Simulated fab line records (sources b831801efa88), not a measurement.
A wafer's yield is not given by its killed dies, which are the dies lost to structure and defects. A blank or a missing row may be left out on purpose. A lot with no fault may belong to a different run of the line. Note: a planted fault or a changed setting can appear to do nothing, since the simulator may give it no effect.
Matching of chambers    flow sky130    3 sister chambers for SKY_CAP2M_CVD_00 on pecvd-03
The step deposits SiO2, target thk 15.5 nm. 3 wafers are shown with their chamber, then 10 later ones without.

== WAFERS, EACH WITH ITS CHAMBER ==
wafer   chamber  heaterPowerW (W)
L082.4  1        725
L085.4  0        902
L086.4  2        810

== WAFERS WITH NO CHAMBER GIVEN ==
wafer   heaterPowerW (W)
L086.5  807
L089.1  772
L089.2  770
L089.4  775
L090.2  911
L090.3  772
L090.6  748
L091.1  725
L091.4  734
L091.5  638

== EACH ONE'S CHAMBER ==
wafer    from the rows above       in truth
L086.5   2                         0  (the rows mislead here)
L089.1   can't be placed: 2 or 1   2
L089.2   can't be placed: 2 or 1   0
L089.4   can't be placed: 2 or 1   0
L090.2   0                         0
L090.3   can't be placed: 2 or 1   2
L090.6   can't be placed: 1 or 2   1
L091.1   1                         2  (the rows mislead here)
L091.4   can't be placed: 1 or 2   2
L091.5   1                         1
Placed correctly: 2 of 10. Unplaceable from these rows: 6, with the true chamber sitting among the candidates in 4. Number placed wrongly: 2.
How it was worked out, from the rows above alone: a wafer's distance from a chamber is the root of the sum, over the readings, of the square of ((its reading less the chamber's mean) divided by the reading's scatter). The wafer belongs to the nearest chamber; if the next one is less than 2 further off, it can't be placed. The mean given for a chamber averages the wafers shown for that chamber. The scatter: with one shown wafer a chamber, the root of the mean of the squares of how far each hidden wafer lies from its nearest shown one.
